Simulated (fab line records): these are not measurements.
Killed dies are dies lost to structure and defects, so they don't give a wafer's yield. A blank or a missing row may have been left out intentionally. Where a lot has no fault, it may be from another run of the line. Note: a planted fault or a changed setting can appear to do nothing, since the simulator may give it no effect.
Matching of chambers -- flow gf180mcu -- GF_V5_CMP_26 on cmp-01 has 4 sister chambers
The step polishes, stops on SiO2, t overpolish 15 s, target thk 0 nm. 22 wafers are shown with their chamber, then 11 later ones without.

## WAFERS, EACH WITH ITS CHAMBER
wafer,chamber,motor current A (A),time to endpoint s (s),overpolish run s (s)
L075.1,0,13.5,81,14.999
L075.2,1,9.8,84,14.981
L075.3,3,11.9,84,14.981
L077.2,3,12.6,84,15.010
L077.3,0,13.1,81,15.002
L077.5,0,12.7,81,15.005
L079.1,0,13.1,82,14.988
L079.2,1,10.2,85,15.005
L079.3,3,11.7,87,14.994
L080.1,0,13.0,80,15.000
L080.2,1,9.3,81,15.005
L080.5,1,9.7,82,15.010
L082.3,0,12.5,81,14.996
L082.4,2,10.9,83,15.000
L082.5,3,12.5,83,14.994
L084.1,2,11.6,81,15.013
L084.4,0,11.7,74,15.008
L084.5,3,12.5,81,15.001
L085.2,3,12.8,82,14.999
L085.5,0,12.1,74,14.995
L085.6,1,9.5,78,15.015
L086.1,0,11.8,79,15.005

SIGNATURES (means of the wafers above)
reading,chamber 0,chamber 1,chamber 2,chamber 3,scatter within a chamber
motor current A,12.611,9.700,11.250,12.333,0.518
time to endpoint s,79.22,82.00,82.00,83.50,2.68
overpolish run s,14.99978,15.00320,15.00650,14.99650,0.00923
Rule: a wafer's distance from a chamber is the root of the sum, over the readings, of the square of ((its reading less the chamber's mean) divided by the reading's scatter). The wafer belongs to the nearest chamber; if the next one is less than 2 further off, it can't be placed. The scatter: take each reading less its chamber's mean, square it, sum over the shown wafers, divide by the number of wafers less the number of chambers, and take the root.

## WAFERS WITHOUT THEIR CHAMBER
wafer,motor current A (A),time to endpoint s (s),overpolish run s (s)
L086.3,12.1,83,15.001
L086.6,12.1,83,15.004
L088.1,10.7,82,14.994
L088.2,12.3,78,14.996
L088.4,12.0,78,15.002
L089.1,10.3,79,15.003
L089.2,11.2,77,14.995
L089.3,12.6,80,15.016
L092.1,10.2,85,14.992
L092.3,12.4,82,14.991
L092.6,12.0,80,14.990

## CHAMBER TAKEN BY EACH
wafer,from the rows above,in truth
L086.3,can't be placed: 3 or 0 or 2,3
L086.6,can't be placed: 3 or 2 or 0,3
L088.1,can't be placed: 2 or 1 or 3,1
L088.2,can't be placed: 0 or 3 or 2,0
L088.4,can't be placed: 0 or 2 or 3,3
L089.1,can't be placed: 1 or 2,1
L089.2,can't be placed: 2 or 0 or 3 or 1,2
L089.3,can't be placed: 0 or 3 or 2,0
L092.1,can't be placed: 1 or 2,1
L092.3,can't be placed: 3 or 0 or 2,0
L092.6,can't be placed: 0 or 3 or 2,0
0 of 11 placed correctly. Not placeable from these rows: 11 (in 11, the candidates include the true chamber). Wrongly placed: 0.
